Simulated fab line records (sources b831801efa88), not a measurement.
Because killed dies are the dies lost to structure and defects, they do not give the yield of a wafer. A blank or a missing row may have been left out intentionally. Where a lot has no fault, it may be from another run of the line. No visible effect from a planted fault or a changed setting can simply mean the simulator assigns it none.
One fault seen from 2 desks -- flow sky130 -- every desk sees just its own numbers, and what lay behind them comes last

## METROLOGY DESK
Means of the sampled wafers that have a number, per lot and without regard to the tool the lot ran on: this is what the gauges read. Any lot whose mean is over 4 standard deviations away from the usual mean is out of limits and marked OUT; that distance is given in the brackets.
Columns: A = FIELD_ISO_OXIDATION_01_THK at SKY_FIELD_ISO_THK_MEAS_23, usual 9.93 nm; B = NWELL_OXIDATION_THK at SKY_NWELL_THK_MEAS_02, usual 9.85 nm; C = NWELL_TW at SKY_NWELL_TW_MEAS_15, usual 1832; D = SONOS_ONO_OVL at SKY_SONOS_ONO_OVL_MEAS_14, usual 0.1 nm
lot,first seen here,A,B,C,D
L228,day 2 07:55,9.97,9.95,1830,0.2
L231,day 2 23:25,9.87,9.85,1820,-1.3
L234,day 3 15:37,14.47 (+23) OUT,9.82,1863,0.6
L236,day 3 22:52,14.88 (+25) OUT,9.95,1860,-0.6
L238,day 4 10:59,14.41 (+22) OUT,9.96,1820,-0.8
L239,day 4 16:24,9.72,10.01,1812,2.9
L240,day 6 04:19,9.99,9.78,1869,1.4
L242,day 6 04:19,9.91,9.72,1809,0.9
L241,day 6 04:20,10.16,9.62,1820,0.5
L244,day 6 04:22,10.07,9.68,1823,-0.5
L248,day 6 15:25,9.93,10.19,1822,0.3
L251,day 7 09:32,10.05,9.95,1837,-0.1
This desk finds L234, L236, L238 out of limits, with the earliest case on L234 at day 3 15:37 (FIELD_ISO_OXIDATION_01_THK at SKY_FIELD_ISO_THK_MEAS_23). L228, L231, L239, L240, L242, L241, L244, L248, L251: within limits.

## AT THE TOOL OWNER'S DESK: furnace-02
The tool's own readings at SKY_FIELD_ISO_OXIDATION_22 (stabilise 600 s, purge 300 s, target thk 10 nm): means of the sampled wafers that have a number, for each lot that ran on this tool. Any lot whose mean is over 4 standard deviations away from the usual mean is out of limits and marked OUT; that distance is given in the brackets. Of its 8 readings 7 are shown: the one that was out of limits first, and those that lie furthest out on some lot.
Columns: A = spike-tc-bottom-C at SKY_FIELD_ISO_OXIDATION_22, usual 968 C; B = spike-tc-centre-C at SKY_FIELD_ISO_OXIDATION_22, usual 950.4 C; C = spike-tc-lower-C at SKY_FIELD_ISO_OXIDATION_22, usual 952.1 C; D = spike-tc-top-C at SKY_FIELD_ISO_OXIDATION_22, usual 963.3 C; E = spike-tc-upper-C at SKY_FIELD_ISO_OXIDATION_22, usual 949.7 C; F = tube-center-temp-C at SKY_FIELD_ISO_OXIDATION_22, usual 950 C; G = tube_center_temp_C_max at SKY_FIELD_ISO_OXIDATION_22, usual 952.4
lot,first seen here,A,B,C,D,E,F,G
L228,day 2 06:45,965,953.1,951.6,965.0,949.6,950,952.3
L231,day 2 22:15,965,951.2,951.4,964.4,951.3,950,952.6
L234,day 3 14:27,998 (+8.7) OUT,984.8 (+26) OUT,985.4 (+28) OUT,998.2 (+21) OUT,983.4 (+26) OUT,983 (+99 or more) OUT,985.3 (+82) OUT
L236,day 3 21:42,998 (+8.7) OUT,985.1 (+27) OUT,985.3 (+28) OUT,998.3 (+21) OUT,983.6 (+26) OUT,983 (+99 or more) OUT,985.9 (+84) OUT
L238,day 4 09:49,998 (+8.5) OUT,984.9 (+27) OUT,984.5 (+27) OUT,997.3 (+20) OUT,983.2 (+26) OUT,983 (+99 or more) OUT,985.8 (+84) OUT
This desk's finding: out of limits on L234, L236, L238; first on L234, day 3 14:27 (spike-tc-bottom-C at SKY_FIELD_ISO_OXIDATION_22). L228, L231: within limits.

## PUT TOGETHER
The tool owner's desk had the chance to raise an alarm at day 3 14:27 on L234, L236, L238.
The metrology desk could have raised an alarm at day 3 15:37, on L234, L236, L238.
Of the lots named, all ran SKY_FIELD_ISO_OXIDATION_22 on furnace-02.

## WHAT THE SIMULATOR HAD PUT IN
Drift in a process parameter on furnace-02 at SKY_FIELD_ISO_OXIDATION_22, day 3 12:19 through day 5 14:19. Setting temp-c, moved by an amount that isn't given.
Shown lots that were struck: L234, L236, L238.
Fault start to first reading out of limits, in hours, per desk: tool owner, 2; metrology, 3.
